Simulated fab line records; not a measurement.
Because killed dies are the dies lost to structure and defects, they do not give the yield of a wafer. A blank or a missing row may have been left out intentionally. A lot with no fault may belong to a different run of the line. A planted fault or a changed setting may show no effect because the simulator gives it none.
Tool commonality check :: flow sky130 :: Sampled: 13 lots, 39 wafers

WHY THIS WAS OPENED
SKY_NWELL_TW_MEAS_26, reading NWELL_2_TW: flagged on 1 of 13 lots. Fault-free wafers read 493, with a standard deviation of 5.8.
Rule: a lot is flagged in two cases, either no wafer of it has a number, or all its wafers with numbers fall more than 4 standard deviations from that mean. The rest of the lots are taken to be sound.

lot: L722
measured: day 5 18:02
on: film metro-03
NWELL_2_TW, wafer by wafer: 493 491 494
flag: 

lot: L723
measured: day 6 02:30
on: film metro-01
NWELL_2_TW, wafer by wafer: 490 491 488
flag: 

lot: L724
measured: day 6 09:17
on: film metro-04
NWELL_2_TW, wafer by wafer: 502 499 500
flag: 

lot: L725
measured: day 6 15:05
on: film metro-01
NWELL_2_TW, wafer by wafer: 488 485 486
flag: 

lot: L727
measured: day 6 22:08
on: film metro-04
NWELL_2_TW, wafer by wafer: 503 504 503
flag: 

lot: L728
measured: day 7 05:12
on: film metro-04
NWELL_2_TW, wafer by wafer: 30 30 30
flag: FLAGGED

lot: L732
measured: day 8 10:17
on: film metro-01
NWELL_2_TW, wafer by wafer: 486 488 483
flag: 

lot: L738
measured: day 9 19:07
on: film metro-01
NWELL_2_TW, wafer by wafer: 494 489 493
flag: 

lot: L739
measured: day 10 05:19
on: film metro-01
NWELL_2_TW, wafer by wafer: 490 488 487
flag: 

lot: L740
measured: day 10 09:55
on: film metro-04
NWELL_2_TW, wafer by wafer: 502 503 506
flag: 

lot: L741
measured: day 10 15:14
on: film metro-01
NWELL_2_TW, wafer by wafer: 489 486 488
flag: 

lot: L742
measured: day 10 21:43
on: film metro-01
NWELL_2_TW, wafer by wafer: 487 488 488
flag: 

lot: L743
measured: day 11 01:13
on: film metro-01
NWELL_2_TW, wafer by wafer: 488 488 489
flag: 
The numbers of the flagged lots are 30 on average: -463 against the usual, or -80 standard deviations.

LOT BY LOT: THE TOOL USED
The record keeps 1 process step preceding the reading, out of 708 steps on the route. Read each cell as the tool, then ch plus the chambers that the sampled wafers visited, then the start.
lot: L722
flag: 
SKY_NWELL_EXPOSE_20: iline stepper-02 ch 0, day 5 08:58

lot: L723
flag: 
SKY_NWELL_EXPOSE_20: iline stepper-01 ch 0, day 5 17:19

lot: L724
flag: 
SKY_NWELL_EXPOSE_20: iline stepper-02 ch 0, day 5 23:59

lot: L725
flag: 
SKY_NWELL_EXPOSE_20: iline stepper-01 ch 0, day 6 05:16

lot: L727
flag: 
SKY_NWELL_EXPOSE_20: iline stepper-02 ch 0, day 6 12:46

lot: L728
flag: FLAGGED
SKY_NWELL_EXPOSE_20: iline stepper-02 ch 0, day 6 19:13

lot: L732
flag: 
SKY_NWELL_EXPOSE_20: iline stepper-02 ch 0, day 8 00:05

lot: L738
flag: 
SKY_NWELL_EXPOSE_20: iline stepper-01 ch 0, day 9 08:41

lot: L739
flag: 
SKY_NWELL_EXPOSE_20: iline stepper-02 ch 0, day 9 17:58

lot: L740
flag: 
SKY_NWELL_EXPOSE_20: iline stepper-01 ch 0, day 9 22:46

lot: L741
flag: 
SKY_NWELL_EXPOSE_20: iline stepper-02 ch 0, day 10 04:16

lot: L742
flag: 
SKY_NWELL_EXPOSE_20: iline stepper-02 ch 0, day 10 10:11

lot: L743
flag: 
SKY_NWELL_EXPOSE_20: iline stepper-01 ch 0, day 10 14:02
What these steps do:
- SKY_NWELL_EXPOSE_20: exposes mask NWM COMPLEMENT, target cd 840 nm.
- SKY_NWELL_TW_MEAS_26

FLAGGED OVER TOTAL, TOOL BY TOOL (the gauges that took the reading come last)
step: SKY_NWELL_EXPOSE_20
tool: iline stepper-01
lots run: 5
flagged: 0
share of the flagged lots: none
sound lots run after its first flagged lot: -

step: SKY_NWELL_EXPOSE_20
tool: iline stepper-02
lots run: 8
flagged: 1
share of the flagged lots: all
sound lots run after its first flagged lot: 4 (L732,L739,L741,L742)

step: SKY_NWELL_TW_MEAS_26
tool: film metro-01
lots run: 8
flagged: 0
share of the flagged lots: none
sound lots run after its first flagged lot: -

step: SKY_NWELL_TW_MEAS_26
tool: film metro-03
lots run: 1
flagged: 0
share of the flagged lots: none
sound lots run after its first flagged lot: -

step: SKY_NWELL_TW_MEAS_26
tool: film metro-04
lots run: 4
flagged: 1
share of the flagged lots: all
sound lots run after its first flagged lot: 1 (L740)

WHAT IS ALLOWED BY THE TABLE
In 2 table rows, all flagged lots were run: iline stepper-02 (SKY_NWELL_EXPOSE_20), film metro-04 (SKY_NWELL_TW_MEAS_26).
- iline stepper-02 at SKY_NWELL_EXPOSE_20: 1 of its 8 lots flagged. After the first flagged lot (L732, L739, L741, L742), sound lots still ran on it; a lasting fault on the whole tool would not permit that.
- film metro-04 at SKY_NWELL_TW_MEAS_26: 1 of its 4 lots flagged. After the first flagged lot (L740), sound lots still ran on it; a lasting fault on the whole tool would not permit that.
Not one row of the table ran every flagged lot while running no sound lot after the first.

WHAT THE SIMULATOR HAD PUT IN
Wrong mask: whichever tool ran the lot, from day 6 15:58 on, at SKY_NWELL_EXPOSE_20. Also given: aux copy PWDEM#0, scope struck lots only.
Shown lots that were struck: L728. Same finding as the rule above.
